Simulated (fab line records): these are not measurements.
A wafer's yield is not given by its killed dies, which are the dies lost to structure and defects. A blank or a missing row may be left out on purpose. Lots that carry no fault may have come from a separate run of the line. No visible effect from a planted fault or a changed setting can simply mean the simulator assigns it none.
Tool commonality check	flow sky130	Sample size 13 lots and 39 wafers

## WHAT PROMPTED THE OPENING
At SKY_SD_P_CD_MEAS_07 the reading cdNm is flagged on 2 of 13 lots. Wafers without a fault read 379.7 nm, standard deviation 2.6.
Rule: a lot is flagged in two cases, either no wafer of it has a number, or all its wafers with numbers fall more than 4 standard deviations from that mean. The rest of the lots are taken to be sound.

lot	measured	on	cdNm (nm), wafer by wafer	flag
L728	day 25 19:38	cdSem-02	381.9 381.0 378.7	
L733	day 27 10:03	cdSem-02	377.3 377.4 377.8	
L734	day 27 19:09	cdSem-02	381.9 383.7 379.6	
L735	day 28 05:43	cdSem-02	379.6 378.0 380.8	
L736	day 28 15:05	cdSem-01	384.0 383.1 381.7	
L738	day 29 03:29	cdSem-01	379.7 382.4 380.5	
L737	day 29 04:19	cdSem-01	382.8 381.1 380.9	
L739	day 29 15:39	cdSem-02	378.7 377.9 379.1	
L740	day 31 02:53	cdSem-02	380.0 380.7 381.6	
L746	day 31 16:41	cdSem-02	364.3 363.8 362.9	FLAGGED
L747	day 32 00:20	cdSem-01	361.0 361.9 361.2	FLAGGED
L749	day 32 17:08	cdSem-01	380.5 380.5 377.8	
L750	day 32 21:58	cdSem-02	377.1 378.2 377.0	
Average over the flagged lots: 362.5 nm; offset from the usual -17.2 nm, equal to -7 standard deviations.

## WHICH TOOL EACH LOT WENT THROUGH
The record keeps 1 process step preceding the reading, out of 708 steps on the route. Every cell lists first the tool, next ch and the chambers used by the sampled wafers, and last the start.
lot	flag	SKY_SD_P_EXPOSE_04
L728		ilineStepper-02 ch 0, day 25 05:34
L733		ilineStepper-02 ch 0, day 26 19:39
L734		ilineStepper-01 ch 0, day 27 05:02
L735		ilineStepper-02 ch 0, day 27 16:08
L736		ilineStepper-02 ch 0, day 28 00:50
L738		ilineStepper-01 ch 0, day 28 13:37
L737		ilineStepper-01 ch 0, day 28 14:46
L739		ilineStepper-01 ch 0, day 29 02:05
L740		ilineStepper-01 ch 0, day 30 13:13
L746	FLAGGED	ilineStepper-02 ch 0, day 31 02:41
L747	FLAGGED	ilineStepper-02 ch 0, day 31 10:32
L749		ilineStepper-01 ch 0, day 32 03:26
L750		ilineStepper-01 ch 0, day 32 08:58
What is done by these steps:
- SKY_SD_P_EXPOSE_04: exposes mask PSDM, target cd 380 nm.
- SKY_SD_P_CD_MEAS_07: target cd 380 nm.

## FLAGGED OVER TOTAL, TOOL BY TOOL (the gauges that took the reading come last)
step	tool	lots run	flagged	share of the flagged lots	sound lots run after its first flagged lot
SKY_SD_P_EXPOSE_04	ilineStepper-01	7	0	none	-
SKY_SD_P_EXPOSE_04	ilineStepper-02	6	2	all	0
SKY_SD_P_CD_MEAS_07	cdSem-01	5	1	some	1 (L749)
SKY_SD_P_CD_MEAS_07	cdSem-02	8	1	some	1 (L750)

## WHAT THE TABLE PERMITS
All flagged lots share 1 row of the table, namely ilineStepper-02 at SKY_SD_P_EXPOSE_04.
- ilineStepper-02 at SKY_SD_P_EXPOSE_04 ran 6 lots, 2 of them flagged. Last sound lot L736 at day 28 00:50, first flagged lot L746 at day 31 02:41; a fault beginning in between fits. Its own readings (exposureDoseMJCm2) fall more than 4 standard deviations out on all wafers of the flagged lots.
Left over: one tool, ilineStepper-02 at SKY_SD_P_EXPOSE_04.

## WHAT THE SIMULATOR HAD INSERTED
Process parameter drift: ilineStepper-02, from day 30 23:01 on, at SKY_SD_P_EXPOSE_04. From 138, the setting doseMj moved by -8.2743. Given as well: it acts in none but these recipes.
Lots struck among those shown: L746, L747. The same result came from the rule above.
